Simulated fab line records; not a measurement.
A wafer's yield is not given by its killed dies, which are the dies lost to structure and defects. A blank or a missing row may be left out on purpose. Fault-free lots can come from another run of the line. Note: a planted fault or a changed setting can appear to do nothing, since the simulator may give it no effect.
Which tool is to blame? / flow sfq_line / 14 lots (42 wafers sampled), 1 step of a 325-step route

== WHAT THE GAUGES READ, wafer by wafer ==
SFQ_M2_OVL_MEAS_916.
lot=L790; measured=day 23 11:56; on=overlay-01; M2_OVL (nm)=3 0 0
lot=L791; measured=day 23 21:53; on=overlay-01; M2_OVL (nm)=4 8 4
lot=L799; measured=day 34 13:08; on=overlay-01; M2_OVL (nm)=-8 -5 -2
lot=L800; measured=day 34 23:07; on=overlay-02; M2_OVL (nm)=0 4 2
lot=L801; measured=day 35 03:55; on=overlay-02; M2_OVL (nm)=-2 -6 -7
lot=L802; measured=day 35 07:31; on=overlay-01; M2_OVL (nm)=2 -2 -2
lot=L803; measured=day 35 12:19; on=overlay-01; M2_OVL (nm)=6 10 1
lot=L804; measured=day 37 13:53; on=overlay-02; M2_OVL (nm)=2 -1 -2
lot=L805; measured=day 37 17:29; on=overlay-02; M2_OVL (nm)=6 7 3
lot=L806; measured=day 38 04:17; on=overlay-01; M2_OVL (nm)=-6 -5 2
lot=L807; measured=day 38 05:29; on=overlay-01; M2_OVL (nm)=4 2 6
lot=L808; measured=day 38 06:41; on=overlay-01; M2_OVL (nm)=11 12 12
lot=L809; measured=day 38 09:05; on=overlay-01; M2_OVL (nm)=-1 -1 -1
lot=L810; measured=day 38 10:17; on=overlay-01; M2_OVL (nm)=-2 -11 2

== WHAT TOOL EACH LOT RAN ON (gives the tool, then ch and the chambers of the sampled wafers, and finally the start) ==
The record holds no process step before these readings.

== AS READ BY THE TOOLS THEMSELVES (means over the sampled wafers that have a number; for cases with no such wafer, the mark the record gives instead) ==
The record holds no such reading with a usual standard deviation.

== THE ANSWER, worked out from the rows above alone ==
Rule: usual is defined by the lots themselves. The widest of any qualifying gaps counts: lots, ordered by their means at a reading, are off when they make up no more than a third of the lots, leave a main group of 4 or more, and stand apart from it by 3 or more times the standard deviation of that group's means. The tables above print the reading to a certain number of digits; a main group whose means all agree to those digits is not used. A lot without any number at a reading at which 4 lots or more have one is off too. Where the step has rows for the other lots, those lots are counted as sound. After the gauges, taken in route order, come the tools' own readings; for these a lot's mean is taken, as printed above. At the first step where some lot is off, the reading lying furthest off is the one used; lots without a number count as furthest.
None of the lots is off at any reading shown; this tells nothing.

== WHAT THE SIMULATOR HAD INSERTED ==
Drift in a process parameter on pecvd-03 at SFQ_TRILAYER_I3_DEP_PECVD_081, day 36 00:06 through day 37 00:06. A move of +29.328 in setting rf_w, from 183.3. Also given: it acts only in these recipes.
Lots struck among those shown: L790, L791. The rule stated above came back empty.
